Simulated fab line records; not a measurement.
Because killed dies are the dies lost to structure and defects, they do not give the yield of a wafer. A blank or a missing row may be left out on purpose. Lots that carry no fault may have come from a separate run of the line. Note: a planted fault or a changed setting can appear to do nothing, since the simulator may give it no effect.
Matching of chambers | flow sky130 | hdpcvd-01 running SKY_VIA1_HDPCVD_00: 3 sister chambers
The step deposits SiO2, target thk 1030 nm, time 171.7 s. 3 wafers are shown with their chamber, then 6 later ones without.

## WAFERS WITH THEIR CHAMBER
wafer  | chamber | susceptor-temp-C (C)
L241.6 | 2       | 400.29
L259.1 | 0       | 400.36
L259.4 | 1       | 400.23

## WAFERS WHOSE CHAMBER IS MISSING
wafer  | susceptor-temp-C (C)
L261.2 | 399.92
L261.3 | 400.33
L261.4 | 400.20
L262.2 | 399.25
L262.3 | 399.98
L262.6 | 399.89

## EACH ONE'S CHAMBER
wafer  | from the rows above          | in truth
L261.2 | can't be placed: 1 or 2 or 0 | 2
L261.3 | can't be placed: 0 or 2 or 1 | 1
L261.4 | can't be placed: 1 or 2 or 0 | 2
L262.2 | can't be placed: 1 or 2 or 0 | 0
L262.3 | can't be placed: 1 or 2 or 0 | 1
L262.6 | can't be placed: 1 or 2 or 0 | 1
Placed correctly: 0 of 6. From these rows, 6 cannot be placed; in 6 the true chamber is one of the candidates. Wrongly placed: 0.
How it was worked out, from the rows above alone: a wafer's distance from a chamber is the root of the sum, over the readings, of the square of ((its reading less the chamber's mean) divided by the reading's scatter). If the next closest chamber is less than 2 further off than the closest, the wafer can't be placed; otherwise it belongs to the closest. Each chamber's mean is taken over the wafers shown for it. The scatter (one wafer shown for each chamber): square how far every hidden wafer sits from the nearest shown wafer, average those squares and take the square root.
